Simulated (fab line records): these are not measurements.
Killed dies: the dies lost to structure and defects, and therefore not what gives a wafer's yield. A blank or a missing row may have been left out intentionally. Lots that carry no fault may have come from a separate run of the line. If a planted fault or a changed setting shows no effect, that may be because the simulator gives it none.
Which tool did it? / flow gf180mcu / 13 lots, 39 wafers sampled, at 5 steps of a route of 602

## WHAT EACH GAUGE READ, for each wafer
GF_LVPWELL_OVL_MEAS_07. Usual: for LVPWELL_OVL the level is -0.5 nm and the standard deviation is 1.7.
lot=L419; measured=day 4 02:10; on=overlay-02; LVPWELL_OVL (nm)=1.3 -1.1 -1.0; flag=
lot=L420; measured=day 4 07:01; on=overlay-02; LVPWELL_OVL (nm)=-1.1 0.5 0.2; flag=
lot=L421; measured=day 4 13:22; on=overlay-02; LVPWELL_OVL (nm)=-1.0 -2.7 -2.2; flag=
lot=L422; measured=day 4 18:46; on=overlay-02; LVPWELL_OVL (nm)=1.2 1.0 -0.2; flag=
lot=L426; measured=day 5 16:32; on=overlay-01; LVPWELL_OVL (nm)=0.5 -1.2 1.8; flag=
lot=L428; measured=day 6 03:49; on=overlay-01; LVPWELL_OVL (nm)=1.3 -1.0 1.5; flag=
lot=L431; measured=day 6 21:40; on=overlay-02; LVPWELL_OVL (nm)=-1.9 -2.7 0.2; flag=
lot=L433; measured=day 7 10:53; on=overlay-01; LVPWELL_OVL (nm)=0.6 0.2 1.6; flag=
lot=L434; measured=day 7 13:45; on=overlay-01; LVPWELL_OVL (nm)=0.7 0.4 -1.2; flag=
lot=L436; measured=day 8 01:33; on=overlay-02; LVPWELL_OVL (nm)=0.7 0.4 0.6; flag=
lot=L438; measured=day 8 12:51; on=overlay-01; LVPWELL_OVL (nm)=-0.3 -0.5 0.1; flag=
lot=L439; measured=day 8 20:08; on=overlay-01; LVPWELL_OVL (nm)=-1.3 -0.9 -1.9; flag=
lot=L441; measured=day 9 06:43; on=overlay-01; LVPWELL_OVL (nm)=-1.9 0.0 -0.6; flag=

GF_VT_IMPLANT_TW_MEAS_10. Usual: for VT_IMPLANT_TW the level is 564 and the standard deviation is 6.
lot=L419; measured=day 5 21:01; on=film-metro-01; VT_IMPLANT_TW=562 561 559; flag=
lot=L420; measured=day 6 02:30; on=film-metro-01; VT_IMPLANT_TW=559 564 561; flag=
lot=L421; measured=day 6 10:25; on=film-metro-01; VT_IMPLANT_TW=560 559 561; flag=
lot=L422; measured=day 6 15:10; on=film-metro-03; VT_IMPLANT_TW=560 559 560; flag=
lot=L426; measured=day 7 16:07; on=film-metro-01; VT_IMPLANT_TW=562 563 560; flag=
lot=L428; measured=day 8 04:03; on=film-metro-01; VT_IMPLANT_TW=557 558 559; flag=
lot=L431; measured=day 8 22:46; on=film-metro-03; VT_IMPLANT_TW=601 597 597; flag=OFF
lot=L433; measured=day 9 13:13; on=film-metro-01; VT_IMPLANT_TW=604 603 605; flag=OFF
lot=L434; measured=day 9 17:18; on=film-metro-01; VT_IMPLANT_TW=561 563 562; flag=
lot=L436; measured=day 10 06:04; on=film-metro-02; VT_IMPLANT_TW=572 574 575; flag=
lot=L438; measured=day 10 16:50; on=film-metro-03; VT_IMPLANT_TW=562 564 561; flag=
lot=L439; measured=day 11 01:19; on=film-metro-01; VT_IMPLANT_TW=564 565 563; flag=
lot=L441; measured=day 11 12:06; on=film-metro-02; VT_IMPLANT_TW=578 577 583; flag=

GF_DUAL_GATE_OVL_MEAS_11. Usual: for DUAL_GATE_OVL the level is -0.7 nm and the standard deviation is 1.2.
lot=L419; measured=day 8 14:37; on=overlay-02; DUAL_GATE_OVL (nm)=-2.7 -1.9 -0.6; flag=
lot=L420; measured=day 8 21:43; on=overlay-02; DUAL_GATE_OVL (nm)=0.9 0.4 1.3; flag=
lot=L421; measured=day 9 04:13; on=overlay-02; DUAL_GATE_OVL (nm)=-1.1 -2.1 -3.5; flag=
lot=L422; measured=day 9 11:31; on=overlay-02; DUAL_GATE_OVL (nm)=-0.4 0.6 0.4; flag=
lot=L426; measured=day 10 14:43; on=overlay-01; DUAL_GATE_OVL (nm)=0.5 -2.8 -1.0; flag=
lot=L428; measured=day 11 03:13; on=overlay-01; DUAL_GATE_OVL (nm)=-0.3 -1.6 -0.4; flag=
lot=L431; measured=day 12 03:13; on=overlay-01; DUAL_GATE_OVL (nm)=-2.0 0.7 -0.8; flag=
lot=L433; measured=day 12 19:02; on=overlay-01; DUAL_GATE_OVL (nm)=-0.2 -1.4 1.4; flag=
lot=L434; measured=day 13 00:04; on=overlay-01; DUAL_GATE_OVL (nm)=-2.7 -4.2 -2.3; flag=
lot=L436; measured=day 13 11:37; on=overlay-01; DUAL_GATE_OVL (nm)=-1.1 -0.8 -0.8; flag=
lot=L438; measured=day 14 00:58; on=overlay-01; DUAL_GATE_OVL (nm)=-1.4 -0.6 -0.8; flag=
lot=L439; measured=day 14 11:34; on=overlay-02; DUAL_GATE_OVL (nm)=1.1 -1.9 -1.0; flag=
lot=L441; measured=day 14 23:34; on=overlay-02; DUAL_GATE_OVL (nm)=-1.7 -0.4 -0.9; flag=

## WHICH TOOL RAN EACH LOT (tool, then ch and the chambers of the sampled wafers, then the start)
lot=L419; GF_STI_ETCH_13=rie-diel-02 ch 1,2,3, day 2 07:23; GF_VT_IMPLANT_IMPLANT_08=implanter-03 ch 0, day 5 20:46
lot=L420; GF_STI_ETCH_13=rie-diel-02 ch 1,2, day 2 11:03; GF_VT_IMPLANT_IMPLANT_08=implanter-01 ch 0, day 6 02:15
lot=L421; GF_STI_ETCH_13=rie-diel-04 ch 0,2,3, day 2 16:47; GF_VT_IMPLANT_IMPLANT_08=implanter-02 ch 0, day 6 10:10
lot=L422; GF_STI_ETCH_13=rie-diel-02 ch 1,3, day 2 21:48; GF_VT_IMPLANT_IMPLANT_08=implanter-01 ch 0, day 6 14:55
lot=L426; GF_STI_ETCH_13=rie-diel-04 ch 0,2,3, day 3 18:30; GF_VT_IMPLANT_IMPLANT_08=implanter-02 ch 0, day 7 15:52
lot=L428; GF_STI_ETCH_13=rie-diel-04 ch 1,3, day 4 04:32; GF_VT_IMPLANT_IMPLANT_08=implanter-03 ch 0, day 8 03:49
lot=L431; GF_STI_ETCH_13=rie-diel-04 ch 0,1,2, day 4 20:30; GF_VT_IMPLANT_IMPLANT_08=implanter-02 ch 0, day 8 22:31
lot=L433; GF_STI_ETCH_13=rie-diel-04 ch 0,2, day 5 06:48; GF_VT_IMPLANT_IMPLANT_08=implanter-02 ch 0, day 9 13:00
lot=L434; GF_STI_ETCH_13=rie-diel-03 ch 0,3, day 5 12:03; GF_VT_IMPLANT_IMPLANT_08=implanter-01 ch 0, day 9 17:03
lot=L436; GF_STI_ETCH_13=rie-diel-03 ch 0,1,2, day 5 21:59; GF_VT_IMPLANT_IMPLANT_08=implanter-03 ch 0, day 10 05:49
lot=L438; GF_STI_ETCH_13=rie-diel-04 ch 2,3, day 6 08:42; GF_VT_IMPLANT_IMPLANT_08=implanter-03 ch 0, day 10 16:35
lot=L439; GF_STI_ETCH_13=rie-diel-04 ch 0,2,3, day 6 14:23; GF_VT_IMPLANT_IMPLANT_08=implanter-01 ch 0, day 11 01:06
lot=L441; GF_STI_ETCH_13=rie-diel-04 ch 0,1,3, day 7 01:08; GF_VT_IMPLANT_IMPLANT_08=implanter-03 ch 0, day 11 11:51
- GF_STI_ETCH_13: etches the open film in CHF3/O2, stops on Si, target depth 282.31 nm, time 112.9 s.
- GF_VT_IMPLANT_IMPLANT_08

## AS READ BY THE TOOLS THEMSELVES (means over the sampled wafers that have a number; for cases with no such wafer, the mark the record gives instead)
GF_STI_ETCH_13. Usual: drypump-motor-current-A 6.0 A, standard deviation 0.48; oes-product-au 0.824 a.u., standard deviation 0.0058; throttle-valve-pct 8.809 %, standard deviation 0.0088.
lot=L419; tool=rie-diel-02; drypump-motor-current-A (A)=5.6; oes-product-au (a.u.)=0.821; throttle-valve-pct (%)=8.810; flag=
lot=L420; tool=rie-diel-02; drypump-motor-current-A (A)=5.2; oes-product-au (a.u.)=0.822; throttle-valve-pct (%)=8.802; flag=
lot=L421; tool=rie-diel-04; drypump-motor-current-A (A)=6.0; oes-product-au (a.u.)=0.828; throttle-valve-pct (%)=8.813; flag=
lot=L422; tool=rie-diel-02; drypump-motor-current-A (A)=6.0; oes-product-au (a.u.)=0.824; throttle-valve-pct (%)=8.811; flag=
lot=L426; tool=rie-diel-04; drypump-motor-current-A (A)=6.0; oes-product-au (a.u.)=0.820; throttle-valve-pct (%)=8.811; flag=
lot=L428; tool=rie-diel-04; drypump-motor-current-A (A)=6.3; oes-product-au (a.u.)=0.818; throttle-valve-pct (%)=8.800; flag=
lot=L431; tool=rie-diel-04; drypump-motor-current-A (A)=6.3; oes-product-au (a.u.)=0.824; throttle-valve-pct (%)=8.811; flag=
lot=L433; tool=rie-diel-04; drypump-motor-current-A (A)=6.1; oes-product-au (a.u.)=0.821; throttle-valve-pct (%)=8.811; flag=
lot=L434; tool=rie-diel-03; drypump-motor-current-A (A)=6.1; oes-product-au (a.u.)=0.814; throttle-valve-pct (%)=8.805; flag=
lot=L436; tool=rie-diel-03; drypump-motor-current-A (A)=6.1; oes-product-au (a.u.)=0.824; throttle-valve-pct (%)=8.804; flag=
lot=L438; tool=rie-diel-04; drypump-motor-current-A (A)=6.3; oes-product-au (a.u.)=0.825; throttle-valve-pct (%)=8.809; flag=
lot=L439; tool=rie-diel-04; drypump-motor-current-A (A)=6.1; oes-product-au (a.u.)=0.818; throttle-valve-pct (%)=8.817; flag=
lot=L441; tool=rie-diel-04; drypump-motor-current-A (A)=6.2; oes-product-au (a.u.)=0.821; throttle-valve-pct (%)=8.805; flag=

GF_VT_IMPLANT_IMPLANT_08. Usual: beam-energy-keV 20.000, standard deviation 0.0061; beam-on-s 9.97 s, standard deviation 0.22.
lot=L419; tool=implanter-03; beam-energy-keV=19.997; beam-on-s (s)=9.87; flag=
lot=L420; tool=implanter-01; beam-energy-keV=19.994; beam-on-s (s)=9.85; flag=
lot=L421; tool=implanter-02; beam-energy-keV=20.000; beam-on-s (s)=10.04; flag=
lot=L422; tool=implanter-01; beam-energy-keV=20.003; beam-on-s (s)=9.90; flag=
lot=L426; tool=implanter-02; beam-energy-keV=20.008; beam-on-s (s)=9.71; flag=
lot=L428; tool=implanter-03; beam-energy-keV=19.995; beam-on-s (s)=9.82; flag=
lot=L431; tool=implanter-02; beam-energy-keV=25.870; beam-on-s (s)=10.03; flag=OFF
lot=L433; tool=implanter-02; beam-energy-keV=25.866; beam-on-s (s)=9.92; flag=OFF
lot=L434; tool=implanter-01; beam-energy-keV=20.001; beam-on-s (s)=10.00; flag=
lot=L436; tool=implanter-03; beam-energy-keV=20.000; beam-on-s (s)=10.13; flag=
lot=L438; tool=implanter-03; beam-energy-keV=20.004; beam-on-s (s)=10.19; flag=
lot=L439; tool=implanter-01; beam-energy-keV=20.007; beam-on-s (s)=9.95; flag=
lot=L441; tool=implanter-03; beam-energy-keV=19.998; beam-on-s (s)=9.81; flag=

## THE ANSWER, worked out from the rows above alone
Rule: take the mean of a lot's wafers that have a number; if it is more than 3 standard deviations from the usual mean, the lot is off. A lot without any number at a reading at which 4 lots or more have one is off too. All remaining lots with rows at the step are treated as sound. Order of review: gauges by route order, followed by the tools' own readings, for which a lot's mean as printed above is used. The first step at which some lot is off is used, and at that step the reading that is off furthest; a lot without a number counts as furthest.
Off: L431, L433, at GF_VT_IMPLANT_TW_MEAS_10 (VT_IMPLANT_TW).
A tool fits if, at a process step before that reading, it ran every lot that is off, and no sound lot after the first of them. The gauges at GF_VT_IMPLANT_TW_MEAS_10 aren't tried: what is off there is off at GF_VT_IMPLANT_IMPLANT_08 too, on other tools, and a gauge's error can't cause that. One candidate fits, namely implanter-02 at GF_VT_IMPLANT_IMPLANT_08. A fault onset in the window from L426 (day 7 15:52, its last sound lot) to L431 (day 8 22:31, its first lot off) fits.
On the lots that are off, the tool's own readings at GF_VT_IMPLANT_IMPLANT_08 differ by more than 5 times the standard deviation of the sound lots' means, which bears it out; beam-energy-keV reads 25.868 there versus 20.001 on the sound lots.

## WHAT WAS PUT IN BY THE SIMULATOR
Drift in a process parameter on implanter-02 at GF_VT_IMPLANT_IMPLANT_08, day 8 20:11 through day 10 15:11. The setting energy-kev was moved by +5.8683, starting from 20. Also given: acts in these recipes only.
Shown lots that were struck: L431, L433. This agrees with what the rule above found.
